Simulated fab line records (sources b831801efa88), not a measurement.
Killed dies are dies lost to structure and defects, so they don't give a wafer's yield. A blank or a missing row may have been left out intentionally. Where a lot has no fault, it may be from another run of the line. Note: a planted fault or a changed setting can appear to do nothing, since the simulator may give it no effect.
Which tool did it? | flow sky130 | 24 lots, 72 wafers sampled, at 5 steps of a route of 708

## WHAT THE GAUGES SHOWED, per wafer
SKY_METAL3_CD_MEAS_13: target cd 300 nm.
lot  | measured     | on        | cd-nm (nm)
L075 | day 38 11:16 | cd-sem-01 | 298.3 300.6 298.4
L074 | day 38 12:43 | cd-sem-01 | 297.3 296.5 297.4
L076 | day 38 20:52 | cd-sem-01 | 299.9 299.5 299.9
L077 | day 39 00:51 | cd-sem-01 | 299.4 298.9 299.4
L078 | day 39 06:35 | cd-sem-01 | 299.3 298.2 298.2
L079 | day 39 17:31 | cd-sem-01 | 300.2 300.2 300.0
L080 | day 40 00:13 | cd-sem-01 | 301.1 300.4 302.1
L081 | day 40 22:46 | cd-sem-02 | 296.6 297.5 296.5
L082 | day 41 01:53 | cd-sem-02 | 299.1 300.0 300.7
L083 | day 41 03:02 | cd-sem-02 | 299.5 301.8 300.3
L084 | day 41 12:40 | cd-sem-02 | 298.3 297.1 297.5
L085 | day 41 14:19 | cd-sem-02 | 298.7 300.3 297.4
L087 | day 42 14:36 | cd-sem-01 | 301.7 300.7 300.3
L086 | day 42 16:13 | cd-sem-01 | 299.7 299.2 299.8
L088 | day 42 18:08 | cd-sem-02 | 298.2 298.3 299.2
L089 | day 43 04:59 | cd-sem-02 | 298.8 298.6 298.6
L092 | day 43 07:39 | cd-sem-02 | 297.6 298.2 297.0
L090 | day 43 09:17 | cd-sem-02 | 300.1 299.6 298.4
L091 | day 43 11:26 | cd-sem-02 | 298.6 299.0 298.9
L093 | day 43 13:52 | cd-sem-01 | 299.9 302.0 301.1
L094 | day 43 20:13 | cd-sem-01 | 300.9 298.4 299.4
L095 | day 44 04:23 | cd-sem-01 | 299.8 300.0 298.1
L096 | day 44 12:10 | cd-sem-01 | 297.8 299.5 300.5
L097 | day 44 20:25 | cd-sem-01 | 300.7 301.9 300.7

SKY_METAL4_CD_MEAS_13: target cd 300 nm.
lot  | measured     | on        | cd-nm (nm)
L075 | day 41 15:28 | cd-sem-02 | 300.3 298.8 298.2
L074 | day 41 17:55 | cd-sem-01 | 299.8 299.7 298.4
L076 | day 42 01:00 | cd-sem-02 | 299.6 299.3 299.4
L077 | day 42 04:43 | cd-sem-02 | 300.2 300.8 300.1
L078 | day 42 11:13 | cd-sem-02 | 302.1 301.4 301.2
L079 | day 42 20:43 | cd-sem-02 | 297.9 297.6 297.4
L080 | day 43 01:52 | cd-sem-02 | 299.5 298.8 299.0
L081 | day 44 00:46 | cd-sem-01 | 298.2 298.7 298.1
L082 | day 44 02:35 | cd-sem-01 | 299.9 300.0 299.9
L083 | day 44 04:02 | cd-sem-01 | 296.7 298.7 296.5
L084 | day 44 13:07 | cd-sem-02 | 301.2 300.9 299.6
L085 | day 44 15:42 | cd-sem-01 | 299.3 299.1 299.2
L087 | day 45 13:56 | cd-sem-01 | 299.2 297.9 299.5
L086 | day 45 15:22 | cd-sem-02 | 294.7 295.5 294.2
L088 | day 45 16:32 | cd-sem-01 | 301.4 301.9 299.3
L089 | day 46 03:32 | cd-sem-01 | 298.7 300.5 299.2
L092 | day 46 05:14 | cd-sem-01 | 300.0 300.8 299.3
L090 | day 46 07:02 | cd-sem-01 | 301.1 300.1 300.3
L091 | day 46 08:53 | cd-sem-01 | 300.4 301.1 301.7
L093 | day 46 10:40 | cd-sem-01 | 300.8 299.7 300.8
L094 | day 46 15:10 | cd-sem-02 | 303.9 304.8 304.1
L095 | day 46 23:31 | cd-sem-02 | 299.6 300.3 298.7
L096 | day 47 06:55 | cd-sem-01 | 301.0 301.0 302.4
L097 | day 47 12:37 | cd-sem-01 | 299.5 299.0 298.5

## WHICH TOOL RAN EACH LOT (tool, then ch and the chambers of the sampled wafers, then the start)
lot  | SKY_VIA2_CMP_02               | SKY_VIA2_ETCH_15                   | SKY_CAPM_METAL_ETCH_13
L075 | cmp-01 ch 0,1,2, day 35 03:40 | rie-diel-03 ch 2,3, day 36 06:07   | rie-metal-02 ch 0,1, day 37 09:21
L074 | cmp-01 ch 0,2,3, day 35 04:05 | rie-diel-04 ch 0,3, day 36 06:50   | rie-metal-01 ch 0,1, day 37 10:22
L076 | cmp-01 ch 1,2, day 35 13:32   | rie-diel-03 ch 2,3, day 36 16:04   | rie-metal-02 ch 0,1, day 37 18:59
L077 | cmp-02 ch 1,2,3, day 35 17:29 | rie-diel-03 ch 0,2, day 36 20:19   | rie-metal-01 ch 0,1, day 38 00:28
L078 | cmp-02 ch 1,2,3, day 35 22:55 | rie-diel-02 ch 1,2,3, day 37 01:47 | rie-metal-02 ch 0,1, day 38 05:28
L079 | cmp-02 ch 0,1,2, day 36 11:00 | rie-diel-02 ch 0,3, day 37 13:50   | rie-metal-02 ch 0,1, day 38 16:43
L080 | cmp-01 ch 1,2, day 36 18:02   | rie-diel-02 ch 1,3, day 37 20:58   | rie-metal-02 ch 0,1, day 38 22:59
L081 | cmp-02 ch 0,1,3, day 37 16:44 | rie-diel-04 ch 2,3, day 38 18:40   | rie-metal-01 ch 0, day 39 21:19
L082 | cmp-02 ch 0,2, day 37 22:32   | rie-diel-03 ch 0,2,3, day 38 23:28 | rie-metal-02 ch 0, day 40 01:20
L083 | cmp-02 ch 0,1,3, day 37 22:56 | rie-diel-04 ch 0,1,2, day 38 23:52 | rie-metal-01 ch 0, day 40 02:04
L084 | cmp-02 ch 0,1,3, day 38 07:50 | rie-diel-04 ch 1,2, day 39 09:11   | rie-metal-01 ch 0,1, day 40 11:46
L085 | cmp-01 ch 1,2, day 38 11:32   | rie-diel-03 ch 2,3, day 39 12:14   | rie-metal-04 ch 0,1, day 40 14:26
L087 | cmp-02 ch 1,2, day 39 13:14   | rie-diel-02 ch 0,1,3, day 40 14:13 | rie-metal-04 ch 0,1, day 41 15:01
L086 | cmp-02 ch 0,1,2, day 39 14:50 | rie-diel-04 ch 0,1,3, day 40 16:05 | rie-metal-04 ch 0,1, day 41 17:36
L088 | cmp-02 ch 0,1,2, day 39 18:01 | rie-diel-04 ch 1,2,3, day 40 18:29 | rie-metal-01 ch 1, day 41 19:25
L089 | cmp-02 ch 2,3, day 40 03:50   | rie-diel-03 ch 0,3, day 41 04:31   | rie-metal-04 ch 0,1, day 42 05:39
L092 | cmp-02 ch 1,2, day 40 06:32   | rie-diel-02 ch 2,3, day 41 06:58   | rie-metal-04 ch 0,1, day 42 08:15
L090 | cmp-02 ch 0,1,3, day 40 08:26 | rie-diel-03 ch 1,2, day 41 09:11   | rie-metal-02 ch 1, day 42 09:51
L091 | cmp-02 ch 1,2,3, day 40 11:02 | rie-diel-02 ch 0,3, day 41 11:01   | rie-metal-04 ch 0,1, day 42 12:04
L093 | cmp-02 ch 1,2,3, day 40 15:05 | rie-diel-03 ch 2,3, day 41 14:32   | rie-metal-02 ch 0,1, day 42 15:01
L094 | cmp-02 ch 0,1,3, day 40 20:40 | rie-diel-04 ch 0,1, day 41 20:40   | rie-metal-01 ch 0,1, day 42 21:09
L095 | cmp-01 ch 0,2,3, day 41 05:15 | rie-diel-03 ch 1,2,3, day 42 04:37 | rie-metal-04 ch 0,1, day 43 04:40
L096 | cmp-01 ch 1,3, day 41 14:42   | rie-diel-02 ch 0,3, day 42 13:34   | rie-metal-02 ch 0,1, day 43 13:27
L097 | cmp-01 ch 0,1,2, day 41 20:18 | rie-diel-04 ch 0,2,3, day 42 20:02 | rie-metal-04 ch 0,1, day 43 21:16
- SKY_VIA2_CMP_02: polishes SiO2.
- SKY_VIA2_ETCH_15: etches SiO2 in C4F8/O2/Ar, stops on TiN, target depth 546 nm, time 84 s.
- SKY_CAPM_METAL_ETCH_13: etches TiN in Cl2/BCl3, stops on SiO2, target depth 220 nm, time 62.9 s.

## AS READ BY THE TOOLS THEMSELVES (means over the sampled wafers that have a number; for cases with no such wafer, the mark the record gives instead)
SKY_VIA2_CMP_02.
lot  | tool   | head-pressure-psi (psi) | motor-current-A (A)
L075 | cmp-01 | 3.998                   | 13.2
L074 | cmp-01 | 4.001                   | 12.3
L076 | cmp-01 | 3.992                   | 13.9
L077 | cmp-02 | 4.001                   | 12.3
L078 | cmp-02 | 4.010                   | 12.1
L079 | cmp-02 | 4.005                   | 11.8
L080 | cmp-01 | 3.994                   | 12.9
L081 | cmp-02 | 3.994                   | 11.8
L082 | cmp-02 | 3.998                   | 12.0
L083 | cmp-02 | 4.011                   | 11.9
L084 | cmp-02 | 3.998                   | 12.1
L085 | cmp-01 | 4.002                   | 12.9
L087 | cmp-02 | 4.006                   | 12.0
L086 | cmp-02 | 4.004                   | 11.8
L088 | cmp-02 | 4.002                   | 12.0
L089 | cmp-02 | 3.999                   | 13.4
L092 | cmp-02 | 4.000                   | 11.9
L090 | cmp-02 | 4.008                   | 12.5
L091 | cmp-02 | 4.001                   | 12.2
L093 | cmp-02 | 3.998                   | 12.7
L094 | cmp-02 | 4.001                   | 12.5
L095 | cmp-01 | 4.001                   | 13.0
L096 | cmp-01 | 4.002                   | 13.9
L097 | cmp-01 | 4.003                   | 13.1

SKY_VIA2_ETCH_15.
lot  | tool        | chamber-pressure-mTorr (mTorr) | oes-product-au (a.u.)
L075 | rie-diel-03 | 40.01                          | 0.938
L074 | rie-diel-04 | 39.96                          | 0.940
L076 | rie-diel-03 | 39.95                          | 0.937
L077 | rie-diel-03 | 40.00                          | 0.936
L078 | rie-diel-02 | 39.99                          | 0.937
L079 | rie-diel-02 | 39.97                          | 0.942
L080 | rie-diel-02 | 39.97                          | 0.942
L081 | rie-diel-04 | 39.98                          | 0.942
L082 | rie-diel-03 | 40.01                          | 0.945
L083 | rie-diel-04 | 39.97                          | 0.946
L084 | rie-diel-04 | 40.01                          | 0.939
L085 | rie-diel-03 | 40.01                          | 0.940
L087 | rie-diel-02 | 39.94                          | 0.936
L086 | rie-diel-04 | 40.03                          | 0.936
L088 | rie-diel-04 | 39.99                          | 0.939
L089 | rie-diel-03 | 39.99                          | 0.944
L092 | rie-diel-02 | 40.02                          | 0.937
L090 | rie-diel-03 | 39.98                          | 0.937
L091 | rie-diel-02 | 40.04                          | 0.931
L093 | rie-diel-03 | 40.00                          | 0.940
L094 | rie-diel-04 | 39.99                          | 0.939
L095 | rie-diel-03 | 39.99                          | 0.939
L096 | rie-diel-02 | 40.01                          | 0.943
L097 | rie-diel-04 | 40.01                          | 0.934

SKY_CAPM_METAL_ETCH_13.
lot  | tool         | chamber-pressure-mTorr (mTorr) | drypump-motor-current-A (A) | oes-product-au (a.u.) | throttle-valve-pct (%)
L075 | rie-metal-02 | 10.001                         | 6.4                         | 0.939                 | 21.909
L074 | rie-metal-01 | 10.003                         | 5.7                         | 0.947                 | 21.910
L076 | rie-metal-02 | 9.994                          | 6.4                         | 0.941                 | 21.899
L077 | rie-metal-01 | 9.993                          | 5.7                         | 0.940                 | 21.901
L078 | rie-metal-02 | 9.993                          | 6.3                         | 0.943                 | 21.901
L079 | rie-metal-02 | 9.994                          | 6.4                         | 0.942                 | 21.908
L080 | rie-metal-02 | 9.999                          | 6.3                         | 0.941                 | 21.906
L081 | rie-metal-01 | 9.997                          | 5.8                         | 0.941                 | 21.904
L082 | rie-metal-02 | 10.002                         | 6.3                         | 0.932                 | 21.909
L083 | rie-metal-01 | 9.995                          | 5.8                         | 0.931                 | 21.903
L084 | rie-metal-01 | 10.004                         | 5.6                         | 0.935                 | 21.908
L085 | rie-metal-04 | 9.994                          | 5.5                         | 0.940                 | 21.900
L087 | rie-metal-04 | 10.002                         | 5.5                         | 0.949                 | 21.887
L086 | rie-metal-04 | 10.003                         | 5.5                         | 0.941                 | 21.903
L088 | rie-metal-01 | 9.992                          | 5.6                         | 0.943                 | 21.900
L089 | rie-metal-04 | 10.001                         | 5.8                         | 0.932                 | 21.909
L092 | rie-metal-04 | 10.001                         | 5.5                         | 0.943                 | 21.889
L090 | rie-metal-02 | 10.006                         | 6.4                         | 0.943                 | 21.904
L091 | rie-metal-04 | 10.002                         | 5.5                         | 0.945                 | 21.900
L093 | rie-metal-02 | 10.004                         | 6.4                         | 0.947                 | 21.892
L094 | rie-metal-01 | 9.999                          | 5.7                         | 0.935                 | 21.904
L095 | rie-metal-04 | 10.001                         | 5.5                         | 0.949                 | 21.896
L096 | rie-metal-02 | 9.997                          | 6.4                         | 0.946                 | 21.907
L097 | rie-metal-04 | 9.993                          | 5.8                         | 0.941                 | 21.908

## THE ANSWER, worked out from the rows above alone
Rule: the usual values come from the lots themselves. The widest of any qualifying gaps counts: lots, ordered by their means at a reading, are off when they make up no more than a third of the lots, leave a main group of 4 or more, and stand apart from it by 3 or more times the standard deviation of that group's means. A main group whose means are all the same, to the digits that the tables above print for the reading, isn't used. A lot without any number at a reading at which 4 lots or more have one is off too. Any other lot the step has rows for is counted as sound. After the gauges, taken in route order, come the tools' own readings; for these a lot's mean is taken, as printed above. At the first step where some lot is off, the reading lying furthest off is the one used; lots without a number count as furthest.
No lot is off at any reading shown: from this, nothing can be told.

## WHAT THE SIMULATOR HAD PUT IN
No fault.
